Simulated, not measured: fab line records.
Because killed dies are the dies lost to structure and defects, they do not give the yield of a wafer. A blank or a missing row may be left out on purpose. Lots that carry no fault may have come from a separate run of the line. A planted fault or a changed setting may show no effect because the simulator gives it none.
Which tool was responsible? + flow gf180mcu + 18 wafers from 6 lots sampled at 2 of the route's 602 steps

## WHAT THE GAUGES READ, wafer by wafer
GF_M4_THK_MEAS_06: measures by xrf.
| lot  | measured     | on            | M4_ALCU_THK (nm) |
|------|--------------|---------------|------------------|
| L193 | day 23 17:19 | film-metro-01 | 449 446 456      |
| L199 | day 25 18:25 | film-metro-03 | 457 455 455      |
| L203 | day 26 21:44 | film-metro-02 | 446 456 453      |
| L205 | day 27 12:47 | film-metro-01 | 443 446 447      |
| L207 | day 28 03:05 | film-metro-03 | 452 444 453      |
| L212 | day 29 09:27 | film-metro-01 | 443 444 455      |

## WHAT TOOL EACH LOT RAN ON (gives the tool, then ch and the chambers of the sampled wafers, and finally the start)
| lot  | GF_V3_CMP_26                  |
|------|-------------------------------|
| L193 | cmp-01 ch 0,1,2, day 23 16:45 |
| L199 | cmp-01 ch 2,3, day 25 17:48   |
| L203 | cmp-01 ch 0,1,2, day 26 21:11 |
| L205 | cmp-01 ch 2,3, day 27 12:08   |
| L207 | cmp-01 ch 0,2,3, day 28 02:26 |
| L212 | cmp-02 ch 1,2, day 29 08:50   |
- GF_V3_CMP_26: polishes, stops on SiO2, t overpolish 15 s, target thk 0 nm.

## THE ANSWER, worked out from the rows above alone
Rule: usual is defined by the lots themselves. Put in order of their means at a reading, lots are off if they are a third of the lots or fewer, leave a main group of 4 or more, and stand apart from it by a gap of 3 or more times the standard deviation of the main group's means; of several such gaps the widest counts. If all means in a main group match to the digits the tables above print for the reading, that group is not used. Also off: a lot with no number at a reading for which 4 or more lots have one. Where the step has rows for the other lots, those lots are counted as sound.
None of the lots is off at any reading shown; this tells nothing.

## WHAT THE SIMULATOR HAD PUT IN
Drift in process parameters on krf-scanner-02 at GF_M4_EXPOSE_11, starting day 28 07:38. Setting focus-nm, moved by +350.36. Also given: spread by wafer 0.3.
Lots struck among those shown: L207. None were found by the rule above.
